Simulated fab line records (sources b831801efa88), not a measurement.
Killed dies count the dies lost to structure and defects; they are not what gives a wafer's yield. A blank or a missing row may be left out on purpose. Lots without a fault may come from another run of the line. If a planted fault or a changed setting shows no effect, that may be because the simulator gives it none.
Chamber matching + flow gf180mcu + GF_V4_CMP_26 on cmp-02: 4 sister chambers
The step polishes, stops on SiO2, t overpolish 15 s, target thk 0 nm. 4 wafers are shown with their chamber, then 12 later ones without.

## WAFERS PAIRED WITH THEIR CHAMBERS
| wafer  | chamber | motor-current-A (A) |
|--------|---------|---------------------|
| L085.2 | 2       | 11.1                |
| L088.4 | 1       | 9.8                 |
| L090.2 | 3       | 12.2                |
| L090.5 | 0       | 12.0                |

## WAFERS WITH NO CHAMBER GIVEN
| wafer  | motor-current-A (A) |
|--------|---------------------|
| L091.2 | 11.9                |
| L091.4 | 9.8                 |
| L091.6 | 9.4                 |
| L093.3 | 10.2                |
| L093.4 | 12.2                |
| L093.6 | 11.2                |
| L096.4 | 12.2                |
| L096.5 | 9.5                 |
| L096.6 | 12.0                |
| L097.1 | 9.4                 |
| L097.3 | 11.8                |
| L097.5 | 9.4                 |

## WHICH CHAMBER EACH WENT THROUGH
| wafer  | from the rows above          | in truth |
|--------|------------------------------|----------|
| L091.2 | can't be placed: 0 or 3      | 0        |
| L091.4 | 1                            | 1        |
| L091.6 | 1                            | 1        |
| L093.3 | can't be placed: 1 or 2      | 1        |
| L093.4 | can't be placed: 3 or 0      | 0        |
| L093.6 | 2                            | 2        |
| L096.4 | can't be placed: 3 or 0      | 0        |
| L096.5 | 1                            | 1        |
| L096.6 | can't be placed: 0 or 3      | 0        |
| L097.1 | 1                            | 1        |
| L097.3 | can't be placed: 0 or 3 or 2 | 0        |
| L097.5 | 1                            | 1        |
6 of 12 placed correctly. Can't be placed from these rows: 6 (the true chamber is among the candidates in 6). Wrongly placed: 0.
How it was worked out, from the rows above alone: a wafer's distance from a chamber is the root of the sum, over the readings, of the square of ((its reading less the chamber's mean) divided by the reading's scatter). The wafer belongs to the nearest chamber; if the next one is less than 2 further off, it can't be placed. A chamber's mean is the mean of its shown wafers. The scatter (one wafer shown for each chamber): square how far every hidden wafer sits from the nearest shown wafer, average those squares and take the square root.
